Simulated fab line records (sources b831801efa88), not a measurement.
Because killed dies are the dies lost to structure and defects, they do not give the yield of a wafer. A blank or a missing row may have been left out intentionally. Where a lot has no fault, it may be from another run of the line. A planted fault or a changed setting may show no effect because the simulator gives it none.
Which tool was responsible? :: flow sfq-line :: 14 lots, 42 wafers sampled, at 1 step of a route of 325

## WHAT THE GAUGES READ, wafer by wafer
The record lacks any reading of a measuring or inspecting step that a usual standard deviation could be used to judge.

## WHAT TOOL EACH LOT RAN ON (gives the tool, then ch and the chambers of the sampled wafers, and finally the start)
lot: L835
SFQ_TRILAYER_I3_VIA_BARC_OPEN_VIA_ETCH_121: rie-diel-04 ch 1,2,3, day 40 23:40

lot: L836
SFQ_TRILAYER_I3_VIA_BARC_OPEN_VIA_ETCH_121: rie-diel-03 ch 1,2,3, day 41 18:26

lot: L838
SFQ_TRILAYER_I3_VIA_BARC_OPEN_VIA_ETCH_121: rie-diel-04 ch 0,2,3, day 43 12:26

lot: L839
SFQ_TRILAYER_I3_VIA_BARC_OPEN_VIA_ETCH_121: rie-diel-01 ch 0,2, day 43 19:38

lot: L840
SFQ_TRILAYER_I3_VIA_BARC_OPEN_VIA_ETCH_121: rie-diel-01 ch 0,1,2, day 44 17:22

lot: L844
SFQ_TRILAYER_I3_VIA_BARC_OPEN_VIA_ETCH_121: rie-diel-04 ch 2,3, day 46 09:19

lot: L848
SFQ_TRILAYER_I3_VIA_BARC_OPEN_VIA_ETCH_121: rie-diel-04 ch 0,1,3, day 47 17:50

lot: L850
SFQ_TRILAYER_I3_VIA_BARC_OPEN_VIA_ETCH_121: rie-diel-04 ch 1,2,3, day 48 15:34

lot: L851
SFQ_TRILAYER_I3_VIA_BARC_OPEN_VIA_ETCH_121: rie-diel-04 ch 2,3, day 49 03:34

lot: L853
SFQ_TRILAYER_I3_VIA_BARC_OPEN_VIA_ETCH_121: rie-diel-03 ch 0,2, day 49 09:34

lot: L854
SFQ_TRILAYER_I3_VIA_BARC_OPEN_VIA_ETCH_121: rie-diel-03 ch 0,2,3, day 49 23:58

lot: L855
SFQ_TRILAYER_I3_VIA_BARC_OPEN_VIA_ETCH_121: rie-diel-01 ch 0,2,3, day 50 11:58

lot: L856
SFQ_TRILAYER_I3_VIA_BARC_OPEN_VIA_ETCH_121: rie-diel-03 ch 0,3, day 50 21:34

lot: L858
SFQ_TRILAYER_I3_VIA_BARC_OPEN_VIA_ETCH_121: rie-diel-03 ch 0,1,2, day 51 01:10
- SFQ_TRILAYER_I3_VIA_BARC_OPEN_VIA_ETCH_121: etches BARC in O2, target depth 125 nm, time 41.7 s.

## AS READ BY THE TOOLS THEMSELVES (means over the sampled wafers that have a number; for cases with no such wafer, the mark the record gives instead)
SFQ_TRILAYER_I3_VIA_BARC_OPEN_VIA_ETCH_121.
lot: L835
tool: rie-diel-04
chamber-pressure-mTorr (mTorr): 30.029
drypump-motor-current-A (A): 5.8
oes-product-au (a.u.): 0.688

lot: L836
tool: rie-diel-03
chamber-pressure-mTorr (mTorr): 30.026
drypump-motor-current-A (A): 5.5
oes-product-au (a.u.): 0.682

lot: L838
tool: rie-diel-04
chamber-pressure-mTorr (mTorr): 30.011
drypump-motor-current-A (A): 5.6
oes-product-au (a.u.): 0.685

lot: L839
tool: rie-diel-01
chamber-pressure-mTorr (mTorr): 29.987
drypump-motor-current-A (A): 5.2
oes-product-au (a.u.): 0.684

lot: L840
tool: rie-diel-01
chamber-pressure-mTorr (mTorr): 29.995
drypump-motor-current-A (A): 5.1
oes-product-au (a.u.): 0.683

lot: L844
tool: rie-diel-04
chamber-pressure-mTorr (mTorr): 29.990
drypump-motor-current-A (A): 6.0
oes-product-au (a.u.): 0.687

lot: L848
tool: rie-diel-04
chamber-pressure-mTorr (mTorr): 30.011
drypump-motor-current-A (A): 5.6
oes-product-au (a.u.): 0.686

lot: L850
tool: rie-diel-04
chamber-pressure-mTorr (mTorr): 32.011
drypump-motor-current-A (A): 5.8
oes-product-au (a.u.): 0.684

lot: L851
tool: rie-diel-04
chamber-pressure-mTorr (mTorr): 33.979
drypump-motor-current-A (A): 6.0
oes-product-au (a.u.): 0.683

lot: L853
tool: rie-diel-03
chamber-pressure-mTorr (mTorr): 29.972
drypump-motor-current-A (A): 6.0
oes-product-au (a.u.): 0.687

lot: L854
tool: rie-diel-03
chamber-pressure-mTorr (mTorr): 29.999
drypump-motor-current-A (A): 5.6
oes-product-au (a.u.): 0.684

lot: L855
tool: rie-diel-01
chamber-pressure-mTorr (mTorr): 29.965
drypump-motor-current-A (A): 5.3
oes-product-au (a.u.): 0.689

lot: L856
tool: rie-diel-03
chamber-pressure-mTorr (mTorr): 30.010
drypump-motor-current-A (A): 5.4
oes-product-au (a.u.): 0.687

lot: L858
tool: rie-diel-03
chamber-pressure-mTorr (mTorr): 29.993
drypump-motor-current-A (A): 5.9
oes-product-au (a.u.): 0.686

## THE ANSWER, worked out from the rows above alone
Rule: usual is defined by the lots themselves. The widest of any qualifying gaps counts: lots, ordered by their means at a reading, are off when they make up no more than a third of the lots, leave a main group of 4 or more, and stand apart from it by 3 or more times the standard deviation of that group's means. Not used: any main group whose means are identical at the precision the tables above print for the reading. Also off: a lot with no number at a reading for which 4 or more lots have one. All remaining lots with rows at the step are treated as sound. The gauges are gone through in route order, then the tools' own readings, and for those a lot's mean is taken as printed above. The first step at which some lot is off is used, and at that step the reading that is off furthest; a lot without a number counts as furthest.
Off: L850, L851, at SFQ_TRILAYER_I3_VIA_BARC_OPEN_VIA_ETCH_121 (chamber-pressure-mTorr). The main group: mean 29.999 mTorr, standard deviation 0.019.
If a tool, at that step or one of the process steps before it, ran each lot that is off and ran no sound lot following the first of them, it fits. One candidate fits, namely rie-diel-04 at SFQ_TRILAYER_I3_VIA_BARC_OPEN_VIA_ETCH_121. Its last sound lot is L848 (day 47 17:50), its first lot that is off L850 (day 48 15:34): a fault that began between those two fits.
The tool's own readings at SFQ_TRILAYER_I3_VIA_BARC_OPEN_VIA_ETCH_121 bear it out: on the lots that are off they differ by more than 5 times the standard deviation of the sound lots' means. chamber-pressure-mTorr reads 32.995 mTorr there against 29.999 mTorr on the sound lots.

## WHAT HAD BEEN PUT IN BY THE SIMULATOR
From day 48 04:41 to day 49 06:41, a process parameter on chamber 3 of rie-diel-04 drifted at SFQ_TRILAYER_I3_VIA_BARC_OPEN_VIA_ETCH_121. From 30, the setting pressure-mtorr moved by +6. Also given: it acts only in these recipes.
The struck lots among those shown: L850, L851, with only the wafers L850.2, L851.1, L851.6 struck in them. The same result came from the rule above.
